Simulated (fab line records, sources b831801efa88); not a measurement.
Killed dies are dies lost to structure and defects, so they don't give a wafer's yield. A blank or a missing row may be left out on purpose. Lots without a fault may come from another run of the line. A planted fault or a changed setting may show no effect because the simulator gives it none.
Which tool did it? | flow gf180mcu | 12 lots, 36 wafers sampled, at 5 steps of a route of 602

WHAT THE GAUGES READ, wafer by wafer
GF_NWELL_OVL_MEAS_07.
lot  | measured    | on         | NWELL_OVL (nm)
L128 | day 3 21:49 | overlay-02 | 0.5 3.1 0.5
L129 | day 4 01:14 | overlay-02 | 1.0 1.0 2.3
L132 | day 4 17:31 | overlay-01 | 0.3 0.8 0.3
L133 | day 4 22:34 | overlay-02 | -0.2 -3.0 -1.2
L140 | day 6 11:16 | overlay-02 | 1.5 1.2 1.5
L141 | day 6 16:04 | overlay-02 | -0.3 -0.3 -1.0
L142 | day 6 22:06 | overlay-02 | 0.5 -1.2 1.1
L144 | day 7 09:09 | overlay-02 | 0.0 -2.8 0.7
L145 | day 7 15:34 | overlay-01 | 3.1 0.8 2.4
L146 | day 7 23:16 | overlay-01 | -1.8 -1.0 1.4
L147 | day 8 01:31 | overlay-01 | -0.9 -1.0 1.4
L149 | day 8 12:52 | overlay-01 | -0.4 -0.5 -2.0

GF_VT_IMPLANT_TW_MEAS_32.
lot  | measured     | on            | VT_IMPLANT_3_TW
L128 | day 7 12:49  | film_metro-02 | 271.8 272.9 271.9
L129 | day 7 18:05  | film_metro-04 | 268.0 268.4 269.1
L132 | day 8 11:13  | film_metro-04 | 269.5 270.0 270.7
L133 | day 8 19:59  | film_metro-04 | 271.1 270.6 271.2
L140 | day 10 16:08 | film_metro-02 | 272.5 270.5 271.9
L141 | day 10 21:55 | film_metro-02 | 270.8 271.2 271.7
L142 | day 11 05:20 | film_metro-02 | 270.7 270.8 270.5
L144 | day 11 17:17 | film_metro-02 | 272.0 271.7 271.1
L145 | day 12 01:51 | film_metro-02 | 272.0 273.0 271.9
L146 | day 12 09:05 | film_metro-02 | 272.2 271.3 272.2
L147 | day 12 13:05 | film_metro-04 | 268.4 269.0 268.5
L149 | day 13 02:45 | film_metro-04 | 268.1 269.0 271.4

GF_VT_IMPLANT_TW_MEAS_43.
lot  | measured     | on            | VT_IMPLANT_4_TW
L128 | day 8 04:34  | film_metro-02 | 692 690 690
L129 | day 8 09:35  | film_metro-02 | 695 695 697
L132 | day 9 04:33  | film_metro-04 | 692 692 689
L133 | day 9 12:41  | film_metro-04 | 691 691 690
L140 | day 11 10:51 | film_metro-01 | 30 30 30
L141 | day 11 16:37 | film_metro-04 | 30 30 30
L142 | day 11 23:46 | film_metro-01 | 30 30 30
L144 | day 12 12:32 | film_metro-04 | 695 696 691
L145 | day 12 21:23 | film_metro-01 | 688 684 689
L146 | day 13 05:17 | film_metro-01 | 676 683 683
L147 | day 13 08:46 | film_metro-01 | 680 683 683
L149 | day 13 23:17 | film_metro-01 | 681 684 680

WHICH TOOL RAN EACH LOT (tool, then ch and the chambers of the sampled wafers, then the start)
lot  | GF_VT_IMPLANT_STRIP_31               | GF_VT_IMPLANT_STRIP_42
L128 | plasma_asher-02 ch 0,1, day 7 12:43  | plasma_asher-01 ch 0,1, day 8 04:28
L129 | plasma_asher-02 ch 0,1, day 7 17:59  | plasma_asher-04 ch 0,1, day 8 09:29
L132 | plasma_asher-01 ch 0,1, day 8 11:08  | plasma_asher-01 ch 0,1, day 9 04:28
L133 | plasma_asher-02 ch 0,1, day 8 19:53  | plasma_asher-04 ch 0,1, day 9 12:35
L140 | plasma_asher-02 ch 0,1, day 10 16:02 | plasma_asher-04 ch 0,1, day 11 10:44
L141 | plasma_asher-01 ch 0,1, day 10 21:50 | plasma_asher-01 ch 0,1, day 11 16:31
L142 | plasma_asher-02 ch 0,1, day 11 05:14 | plasma_asher-04 ch 0,1, day 11 23:40
L144 | plasma_asher-04 ch 0,1, day 11 17:13 | plasma_asher-01 ch 0,1, day 12 12:28
L145 | plasma_asher-02 ch 0,1, day 12 01:46 | plasma_asher-04 ch 0,1, day 12 21:19
L146 | plasma_asher-04 ch 0,1, day 12 08:58 | plasma_asher-01 ch 0,1, day 13 05:10
L147 | plasma_asher-01 ch 0, day 12 12:59   | plasma_asher-02 ch 1, day 13 08:40
L149 | plasma_asher-04 ch 0,1, day 13 02:38 | plasma_asher-01 ch 1, day 13 23:10
- GF_VT_IMPLANT_STRIP_31: strips in O2/N2.
- GF_VT_IMPLANT_STRIP_42: strips in O2/N2.

WHAT THE TOOLS THEMSELVES READ (means of the sampled wafers that have a number; where no wafer has one, the mark that the record gives instead)
GF_VT_IMPLANT_STRIP_31.
lot  | tool            | chamber_pressure_mTorr (mTorr) | drypump_motor_current_A (A) | heater_power_w (W) | oes_product_au (a.u.) | strip_time_to_endpoint_s (s)
L128 | plasma_asher-02 | 1500.4                         | 5.8                         | 349                | 0.721                 | 12.62
L129 | plasma_asher-02 | 1499.8                         | 5.8                         | 355                | 0.720                 | 12.59
L132 | plasma_asher-01 | 1499.1                         | 6.1                         | 363                | 0.714                 | 12.62
L133 | plasma_asher-02 | 1500.1                         | 5.7                         | 346                | 0.720                 | 12.64
L140 | plasma_asher-02 | -                              | -                           | -                  | -                     | -
L141 | plasma_asher-01 | -                              | -                           | -                  | -                     | -
L142 | plasma_asher-02 | -                              | -                           | -                  | -                     | -
L144 | plasma_asher-04 | 1499.9                         | 6.0                         | 362                | 0.715                 | 12.63
L145 | plasma_asher-02 | 1501.1                         | 5.7                         | 351                | 0.715                 | 12.65
L146 | plasma_asher-04 | 1499.7                         | 6.0                         | 368                | 0.716                 | 12.67
L147 | plasma_asher-01 | 1500.0                         | 6.4                         | 377                | 0.712                 | 12.65
L149 | plasma_asher-04 | 1500.0                         | 5.8                         | 328                | 0.713                 | 12.63

GF_VT_IMPLANT_STRIP_42.
lot  | tool            | chamber_pressure_mTorr (mTorr) | drypump_motor_current_A (A) | heater_power_w (W) | oes_product_au (a.u.) | strip_time_to_endpoint_s (s)
L128 | plasma_asher-01 | 1500.1                         | 6.1                         | 362                | 0.715                 | 12.68
L129 | plasma_asher-04 | 1499.3                         | 6.0                         | 361                | 0.717                 | 12.57
L132 | plasma_asher-01 | 1498.7                         | 6.1                         | 352                | 0.716                 | 12.66
L133 | plasma_asher-04 | 1500.6                         | 6.0                         | 363                | 0.717                 | 12.68
L140 | plasma_asher-04 | 1500.3                         | 5.7                         | 328                | 0.713                 | 27.53
L141 | plasma_asher-01 | 1498.7                         | 6.1                         | 358                | 0.720                 | 27.64
L142 | plasma_asher-04 | 1499.6                         | 6.0                         | 367                | 0.717                 | 27.59
L144 | plasma_asher-01 | 1500.3                         | 6.1                         | 362                | 0.717                 | 12.64
L145 | plasma_asher-04 | 1500.8                         | 6.0                         | 361                | 0.712                 | 12.68
L146 | plasma_asher-01 | 1499.6                         | 6.1                         | 357                | 0.719                 | 12.61
L147 | plasma_asher-02 | 1500.6                         | 5.7                         | 324                | 0.715                 | 12.63
L149 | plasma_asher-01 | 1498.6                         | 5.6                         | 323                | 0.714                 | 12.61

THE ANSWER, worked out from the rows above alone
Rule: what is usual is taken from the lots themselves. Put in order of their means at a reading, lots are off if they are a third of the lots or fewer, leave a main group of 4 or more, and stand apart from it by a gap of 3 or more times the standard deviation of the main group's means; of several such gaps the widest counts. A main group whose means are all the same, to the digits that the tables above print for the reading, isn't used. A lot without any number at a reading at which 4 lots or more have one is off too. The other lots that the step has rows for count as sound. The gauges are gone through in route order, then the tools' own readings, and for those a lot's mean is taken as printed above. The first step at which some lot is off is used, and at that step the reading that is off furthest; a lot without a number counts as furthest.
Off: L140, L141, L142, at GF_VT_IMPLANT_TW_MEAS_43 (VT_IMPLANT_4_TW). The main group: mean 688, standard deviation 5.3.
A tool fits if, at a process step before that reading, it ran every lot that is off, and no sound lot after the first of them. The gauges at GF_VT_IMPLANT_TW_MEAS_43 aren't tried: what is off there is off at GF_VT_IMPLANT_STRIP_31 too, on other tools, and a gauge's error can't cause that. None of those tried fits.

WHAT THE SIMULATOR HAD PUT IN
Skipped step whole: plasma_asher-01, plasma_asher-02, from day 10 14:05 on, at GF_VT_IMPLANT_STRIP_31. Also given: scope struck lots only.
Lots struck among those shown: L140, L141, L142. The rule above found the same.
